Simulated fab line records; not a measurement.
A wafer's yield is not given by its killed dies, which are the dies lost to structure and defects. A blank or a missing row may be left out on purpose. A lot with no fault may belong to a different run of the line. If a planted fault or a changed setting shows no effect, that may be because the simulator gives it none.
Struck lot and sound lot, side by side + flow sky130 + 24 out of 708 route steps
Sound: these wafers, L645.3, L645.5, L645.6. The struck wafers were L653.1, L653.4, L653.5. At the end, the cause is stated.
At each step with rows: each side's tool, then ch and its chambers, then its first start. Under that, the readings that differ: sound wafers + struck wafers + difference of the means + sigmas: that difference in standard deviations of wafers without a fault.
alike: words and numbers the same on both sides, and readings whose means are apart by under 2 such deviations; not compared: readings that were withheld, readings missing a value for some wafer, numbers with overlapping values and no deviation given by the record, and bounds like >300 which may hide the same value.
Wherever a step has rows on one side only, a row that says differs or no value, or a row with sigmas, the two part there. When numbers do not overlap yet have no deviation, they are printed without sigmas and do not part them. Lack of a reading on every wafer of one side parts them only where that side has two or more wafers.

SKY_CONTACT_THK_MEAS_26: measures by xrf.
  struck on film-metro-02, day 35 23:12; sound on film-metro-02, day 33 17:10
  alike: CONTACT_W_THK
SKY_CONTACT_CMP_27: polishes, stops on SiO2, t overpolish 15 s, target thk 0 nm.
  sound on cmp-01 ch 0,2,3, day 33 17:19; struck on cmp-02 ch 0,1,2, day 35 23:22
  alike: head-pressure-psi, motor-current-A, overpolish-run-s, time-to-endpoint-s
then, 1 step without rows for these wafers: SKY_METAL1_SPUTTER_00 (material Ti, target thk 15 nm, time 10 s).
SKY_METAL1_SPUTTER_01: material TiN, target thk 20 nm, time 16.7 s.
  struck on pvd-sputter-03, day 35 23:35; sound on pvd-sputter-02, day 33 17:32
  alike: throttle-valve-pct
then, 1 step without rows for these wafers: SKY_METAL1_SPUTTER_02 (material AlCu, target thk 250 nm, time 13.3 s).
SKY_METAL1_SPUTTER_03: material Ti, target thk 5 nm, time 3.3 s.
  struck on pvd-sputter-03, day 35 23:38; sound on pvd-sputter-02, day 33 17:35
  alike: throttle-valve-pct
then, 1 step without rows for these wafers: SKY_METAL1_SPUTTER_04 (material TiN, target thk 70 nm, time 58.3 s).
SKY_METAL1_RS_MEAS_05: uses a four-point probe to measure.
  struck on film-metro-01, day 35 23:42; sound on film-metro-01, day 33 17:41
  alike: METAL1_ALCU_RS
SKY_METAL1_THK_MEAS_06: measures by xrf.
  struck on film-metro-01, day 35 23:49; sound on film-metro-01, day 33 17:47
  alike: METAL1_ALCU_THK
then, 3 steps without rows for these wafers: SKY_METAL1_DEHYDRATE_07 (time 60 s); SKY_METAL1_HMDS_08 (prime time 60 s); SKY_METAL1_COAT_09 (resist thk 60 nm).
SKY_METAL1_COAT_10: resist thk 450 nm.
  sound on litho-track-01 ch 0, day 34 06:00; struck on litho-track-01 ch 0, day 36 12:00
| reading                                       | sound           | struck          | difference | sigmas |
|-----------------------------------------------|-----------------|-----------------|------------|--------|
| model.KrF-thick_of_METAL1_COAT_10.thk-nm (nm) | 450 451.1 448.5 | 439 439.3 437.9 | -11        |        |
SKY_METAL1_SOFTBAKE_11: time 94.48 s.
  sound: litho-track-01 ch 0; struck: litho-track-01 ch 0
  alike: plate-sensor-t-centre-C, plate-sensor-t-edge-C
then, 3 steps without rows for these wafers: SKY_METAL1_EXPOSE_12 (exposes mask MM1, target cd 140 nm); SKY_METAL1_PEB_13; SKY_METAL1_DEVELOP_14 (develop time 60 s).
SKY_METAL1_CD_MEAS_15: the cd target is 140 nm.
  struck on cd-sem-02, day 37 01:12; sound on cd-sem-02, day 34 20:17
  alike: cd-nm
SKY_METAL1_OVL_MEAS_16:
  struck on overlay-02, day 37 01:19; sound on overlay-02, day 34 20:23
  alike: METAL1_OVL
then, 1 step without rows for these wafers: SKY_METAL1_DESCUM_17 (chemistry O2, time 8 s).
SKY_METAL1_ETCH_18: etches BARC in N2/H2, stops on SiO2, time 45.9 s, target depth 60 nm.
  sound on rie-metal-04 ch 0,1, day 34 20:28; struck on rie-metal-04 ch 0, day 37 01:23
| reading                | sound                | struck               | difference | sigmas |
|------------------------|----------------------|----------------------|------------|--------|
| throttle-valve-pct (%) | 13.233 13.237 13.233 | 13.219 13.218 13.218 | -0.016     | -2     |
  alike: drypump-motor-current-A, oes-product-au
  not compared: rf-hours-counter-h
SKY_METAL1_METAL_ETCH_19: etches the open film in Cl2/BCl3, stops on SiO2, target depth 360 nm, time 78 s.
  sound on rie-metal-04 ch 0,1, day 34 20:32; struck on rie-metal-04 ch 0, day 37 01:27
| reading                                       | sound             | struck            | difference | sigmas |
|-----------------------------------------------|-------------------|-------------------|------------|--------|
| model.KrF-thick_of_METAL1_COAT_10.thk-nm (nm) | 160.3 158.8 156.7 | 148.9 148.3 150.6 | -9.3       |        |
  alike: drypump-motor-current-A, oes-product-au, throttle-valve-pct
  not compared: rf-hours-counter-h
then, 1 step without rows for these wafers: SKY_METAL1_STRIP_20 (strips in O2/N2).
-- the record jumps here: 12 days lie between the struck wafers' starts before and after (it left off in module METAL1 and takes up again in module PAD_OPEN, whose first step shown is number 708 of the route) --
SKY_PAD_OPEN_PROBE_99:
  struck on prober-02, day 48 22:26; sound on prober-02, day 47 07:00
| reading               | sound   | struck      | difference | sigmas |
|-----------------------|---------|-------------|------------|--------|
| sort_bin_6_memory (%) | 5.1 4.3 | 7.3 6.9 8.1 | +2.7       | +2     |
  alike: defect-limited-yield, killed_at_M0_to_M3, killed_at_M4_up, killed-at-contacts, killed-at-front-end, killed-at-other, killed-dies, killed-open, killed-short, sort_bin_3_pad_short, sort_bin_5_function, sort-n-pass, sort-yield-pct

WHERE THEY PART
At SKY_METAL1_ETCH_18 first; at SKY_PAD_OPEN_PROBE_99 last (within this record only).

WHY: what had been put in by the simulator
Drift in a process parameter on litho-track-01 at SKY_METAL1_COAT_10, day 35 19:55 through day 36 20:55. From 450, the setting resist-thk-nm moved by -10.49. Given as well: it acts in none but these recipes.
